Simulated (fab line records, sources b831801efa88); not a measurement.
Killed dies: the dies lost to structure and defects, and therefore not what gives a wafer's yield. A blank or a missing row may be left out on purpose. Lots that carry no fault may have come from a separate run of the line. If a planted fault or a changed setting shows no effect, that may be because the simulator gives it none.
Which of the tools did it? | flow sky130 | 13 lots with 39 wafers sampled at 5 steps, on a route of 708 steps

== WHAT THE GAUGES READ, wafer by wafer ==
SKY_VT_ADJUST_PCH_OVL_MEAS_07.
lot  | measured     | on         | VT_ADJUST_PCH_OVL (nm)
L671 | day 10 12:30 | overlay-02 | 2.3 1.7 2.3
L672 | day 10 16:48 | overlay-02 | 0.1 0.2 -2.5
L673 | day 11 00:48 | overlay-01 | -2.2 -0.8 -0.6
L676 | day 12 00:40 | overlay-02 | -0.1 0.9 -0.5
L678 | day 12 16:31 | overlay-02 | 0.9 0.7 0.6
L679 | day 12 20:37 | overlay-02 | -0.8 0.0 -2.2
L680 | day 13 05:25 | overlay-02 | 3.5 2.4 2.4
L681 | day 13 11:43 | overlay-02 | -0.4 -0.2 -0.4
L685 | day 14 23:52 | overlay-01 | -1.8 -1.8 -0.2
L686 | day 15 05:24 | overlay-01 | 0.4 -0.2 -0.5
L687 | day 15 12:35 | overlay-01 | 0.1 -1.3 -0.9
L688 | day 15 20:39 | overlay-01 | 0.9 0.4 -1.3
L690 | day 16 14:42 | overlay-02 | -1.5 -1.3 -1.5

SKY_SONOS_TUNNEL_CD_MEAS_07 targets a cd of 410 nm.
lot  | measured     | on       | cdNm (nm)
L671 | day 11 11:08 | cdSem-02 | 409.6 408.7 409.5
L672 | day 11 16:32 | cdSem-01 | 409.5 408.1 407.7
L673 | day 12 00:27 | cdSem-01 | 409.9 409.3 410.2
L676 | day 13 01:51 | cdSem-02 | 414.2 413.9 414.3
L678 | day 13 17:49 | cdSem-01 | 409.9 407.5 410.0
L679 | day 13 22:07 | cdSem-01 | 406.9 408.9 407.0
L680 | day 14 06:41 | cdSem-01 | 413.0 412.2 413.5
L681 | day 14 13:34 | cdSem-01 | 411.1 409.8 411.8
L685 | day 16 02:25 | cdSem-02 | 409.5 408.9 408.7
L686 | day 16 08:22 | cdSem-02 | 413.8 413.6 414.1
L687 | day 16 17:08 | cdSem-01 | 408.0 405.3 404.6
L688 | day 17 01:02 | cdSem-01 | 413.6 412.9 412.8
L690 | day 17 19:27 | cdSem-01 | 412.5 410.6 410.5

SKY_LDD_LDN_OVL_MEAS_07.
lot  | measured     | on         | LDD_LDN_OVL (nm)
L671 | day 22 23:07 | overlay-02 | 0.1 0.6 1.2
L672 | day 23 00:37 | overlay-01 | 0.1 -0.8 -2.1
L673 | day 23 18:32 | overlay-02 | -0.1 1.1 2.0
L676 | day 25 01:57 | overlay-01 | -53.9 -53.4 -54.6
L678 | day 26 03:51 | overlay-01 | -54.3 -55.8 -54.3
L679 | day 26 04:49 | overlay-01 | -53.7 -52.7 -54.8
L680 | day 26 08:41 | overlay-01 | -53.5 -53.2 -52.5
L681 | day 26 16:02 | overlay-01 | 3.7 3.1 1.0
L685 | day 27 22:27 | overlay-01 | 1.6 -0.2 -1.3
L686 | day 28 06:56 | overlay-01 | 1.6 -0.3 0.0
L687 | day 28 13:49 | overlay-01 | -1.0 -0.8 1.0
L688 | day 28 23:31 | overlay-01 | 0.9 0.2 0.2
L690 | day 29 17:29 | overlay-01 | 0.7 1.5 0.4

== TOOL THAT RAN EACH LOT (tool first, then ch and the chambers of the sampled wafers, then the start) ==
lot  | SKY_FIELD_ISO_ETCH_17          | SKY_LDD_LDN_EXPOSE_04
L671 | rieSi-01 ch 0,1,2, day 2 06:16 | ilineStepper-01 ch 0, day 22 08:14
L672 | rieSi-02 ch 2,3, day 2 10:46   | ilineStepper-02 ch 0, day 22 10:12
L673 | rieSi-02 ch 1,2, day 2 15:17   | ilineStepper-01 ch 0, day 23 03:57
L676 | rieSi-02 ch 0,3, day 3 08:32   | ilineStepper-02 ch 0, day 24 10:40
L678 | rieSi-02 ch 2,3, day 3 20:04   | ilineStepper-02 ch 0, day 25 13:27
L679 | rieSi-01 ch 0,2,3, day 3 21:47 | ilineStepper-02 ch 0, day 25 14:31
L680 | rieSi-02 ch 0,1,2, day 4 03:50 | ilineStepper-02 ch 0, day 25 18:49
L681 | rieSi-02 ch 1,3, day 4 08:49   | ilineStepper-01 ch 0, day 26 01:40
L685 | rieSi-02 ch 0,1,3, day 5 05:40 | ilineStepper-01 ch 0, day 27 08:25
L686 | rieSi-02 ch 0,1,3, day 5 10:23 | ilineStepper-01 ch 0, day 27 16:56
L687 | rieSi-02 ch 0,1, day 5 18:32   | ilineStepper-01 ch 0, day 27 23:41
L688 | rieSi-01 ch 0,3, day 5 23:56   | ilineStepper-01 ch 0, day 28 09:23
L690 | rieSi-02 ch 0,3, day 6 10:14   | ilineStepper-01 ch 0, day 29 03:20
- SKY_FIELD_ISO_ETCH_17: etches Si in HBr/Cl2/O2, target depth 342 nm, time 97.7 s.
- SKY_LDD_LDN_EXPOSE_04: exposes mask LDNTM, target cd 700 nm.

== AS READ BY THE TOOLS THEMSELVES (means over the sampled wafers that have a number; for cases with no such wafer, the mark the record gives instead) ==
SKY_FIELD_ISO_ETCH_17.
lot  | tool     | biasW (W) | drypumpMotorCurrentA (A) | oesProductAu (a.u.) | throttleValvePct (%)
L671 | rieSi-01 | 150.4     | 5.8                      | 0.975               | 25.671
L672 | rieSi-02 | 150.0     | 6.3                      | 1.002               | 25.652
L673 | rieSi-02 | 149.7     | 5.7                      | 1.008               | 25.650
L676 | rieSi-02 | 150.3     | 5.8                      | 0.978               | 25.658
L678 | rieSi-02 | 149.5     | 6.5                      | 0.988               | 25.662
L679 | rieSi-01 | 150.0     | 5.6                      | 0.984               | 25.663
L680 | rieSi-02 | 150.1     | 5.5                      | 0.995               | 25.658
L681 | rieSi-02 | 150.2     | 5.6                      | 0.985               | 25.669
L685 | rieSi-02 | 149.9     | 5.7                      | 0.999               | 25.665
L686 | rieSi-02 | 149.7     | 5.7                      | 0.985               | 25.677
L687 | rieSi-02 | 149.9     | 5.2                      | 0.985               | 25.683
L688 | rieSi-01 | 149.9     | 5.4                      | 0.976               | 25.673
L690 | rieSi-02 | 149.8     | 5.8                      | 0.985               | 25.670

== THE ANSWER, worked out from the rows above alone ==
Rule: the lots themselves supply what counts as usual. Put in order of their means at a reading, lots are off if they are a third of the lots or fewer, leave a main group of 4 or more, and stand apart from it by a gap of 3 or more times the standard deviation of the main group's means; of several such gaps the widest counts. The tables above print the reading to a certain number of digits; a main group whose means all agree to those digits is not used. Also off: a lot with no number at a reading for which 4 or more lots have one. Where the step has rows for the other lots, those lots are counted as sound. After the gauges, taken in route order, come the tools' own readings; for these a lot's mean is taken, as printed above. At the first step where some lot is off, the reading lying furthest off is the one used; lots without a number count as furthest.
Off: at SKY_LDD_LDN_OVL_MEAS_07 (LDD_LDN_OVL), L676, L678, L679, L680. The main group: mean 0.5 nm, standard deviation 0.92.
A tool fits if, at a process step before that reading, it ran every lot that is off, and no sound lot after the first of them. The gauges at SKY_LDD_LDN_OVL_MEAS_07 are tried like those tools. One fits: SKY_LDD_LDN_EXPOSE_04 on ilineStepper-02. Its last sound lot is L672 (day 22 10:12), its first lot that is off L676 (day 24 10:40): a fault that began between those two fits.

== WHAT THE SIMULATOR HAD PUT IN ==
Scanner matching overlay: ilineStepper-02, from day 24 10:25 on, at SKY_LDD_LDN_EXPOSE_04. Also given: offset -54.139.
Lots struck among those shown: L676, L678, L679, L680. This agrees with what the rule above found.
